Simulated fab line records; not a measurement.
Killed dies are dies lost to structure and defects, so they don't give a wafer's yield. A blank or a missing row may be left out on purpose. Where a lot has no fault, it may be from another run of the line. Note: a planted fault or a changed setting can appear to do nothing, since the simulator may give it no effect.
Struck lot and sound lot, side by side ; flow gf180mcu ; 17 out of 602 route steps
Sound: wafers L575.2, L575.5, L575.6. The struck wafers were L563.3, L563.5, L563.6. The cause is given at the end.
For every step that has rows: the tool of each side, followed by ch and its chambers, followed by its first start. Under that, the readings that differ: sound wafers ; struck wafers ; difference of the means ; sigmas: that difference in standard deviations of wafers without a fault.
alike: words and numbers the same on both sides, and readings whose means are apart by under 2 such deviations; not compared: readings that were withheld, readings missing a value for some wafer, numbers with overlapping values and no deviation given by the record, and bounds like >300 which may hide the same value.
The two part at a step that has a row with sigmas, a row that says differs or no value, or rows on one side only. Numbers that have no deviation but don't overlap get no sigmas and don't part them. A reading missing from all wafers of one side parts the sides only when that side holds two or more wafers.

first, 3 steps without rows for these wafers: GF_V2_EXPOSE_11 (exposes mask Via2, target cd 260 nm); GF_V2_PEB_12 (peb time 90 s); GF_V2_DEVELOP_13 (develop time 60 s).
GF_V2_CD_MEAS_14: the cd target is 260 nm.
  sound on cd_sem-02, day 27 00:55; struck on cd_sem-01, day 23 04:41
  alike: cd_nm
GF_V2_OVL_MEAS_15:
  sound on overlay-02, day 27 01:01; struck on overlay-02, day 23 04:47
  alike: V2_OVL
GF_V2_ETCH_16: etches BARC in N2/H2.
  sound on rie_diel-04 ch 0,1,2, day 27 01:03; struck on rie_diel-04 ch 1,2,3, day 23 04:48
  alike: drypump_motor_current_A, h2_flow_sccm, oes_product_au, throttle_valve_pct
GF_V2_ETCH_17: etches SiO2 in C4F8/O2/Ar, stops on TiN, target depth 630 nm.
  sound: rie_diel-04 ch 0,1,2; struck: rie_diel-04 ch 1,2,3
  alike: oes_product_au
then, 3 steps without rows for these wafers: GF_V2_STRIP_18 (strips in O2/N2); GF_V2_STRIP_19 (strips in post etch residue remover, time 1200 s); GF_V2_CLEAN_20 (cleans in DIW).
GF_V2_SPUTTER_21: material Ti, target thk 15 nm, time 80.02 s.
  sound on pvd_sputter-01, day 27 01:47; struck on pvd_sputter-03, day 23 05:32
  alike: throttle_valve_pct
GF_V2_SPUTTER_22: material TiN, target thk 10 nm, time 40 s.
  sound on pvd_sputter-01, day 27 01:50; struck on pvd_sputter-03, day 23 05:36
  alike: throttle_valve_pct
GF_V2_CVD_23: deposits W, target thk 350 nm, time 104.94 s.
  sound on cvd_w-01 ch 0,1, day 27 01:53; struck on cvd_w-01 ch 0,1, day 23 05:41
reading;sound;struck;difference;sigmas
model.W_of_V2_CVD_23.thk_nm (nm);352.8 353.8 359;384 390.2 386.8;+32;
  alike: heater_power_w
  not compared: since_wet_clean_h
GF_V2_RS_MEAS_24: the measuring method here is four-point-probe.
  sound on film_metro-01, day 27 02:01; struck on film_metro-03, day 23 05:47
reading;sound;struck;difference;sigmas
V2_W_RS (ohm/sq);0.325 0.324 0.319;0.298 0.293 0.297;-0.027;-6
GF_V2_THK_MEAS_25: measures by xrf.
  sound on film_metro-01, day 27 02:07; struck on film_metro-03, day 23 05:53
reading;sound;struck;difference;sigmas
V2_W_THK (nm);360 360 366;394 399 397;+35;+6
GF_V2_CMP_26: polishes, stops on SiO2, t overpolish 15 s, target thk 0 nm.
  sound on cmp-01 ch 0,1, day 27 02:10; struck on cmp-01 ch 2,3, day 23 05:56
reading;sound;struck;difference;sigmas
retaining_ring_pressure_frac;0.993 0.993 0.992;1.002 1.010 0.997;+0.010;+2
time_to_endpoint_s (s);88 87 85;97 101 99;+12;+3
  alike: motor_current_A
following that, these wafers have no rows for 1 step: GF_PASSIVATION_PROBE_99.

== WHERE THEY PART ==
Earliest at GF_V2_RS_MEAS_24; latest, in this record, at GF_V2_CMP_26.

WHY: the cause the simulator had injected
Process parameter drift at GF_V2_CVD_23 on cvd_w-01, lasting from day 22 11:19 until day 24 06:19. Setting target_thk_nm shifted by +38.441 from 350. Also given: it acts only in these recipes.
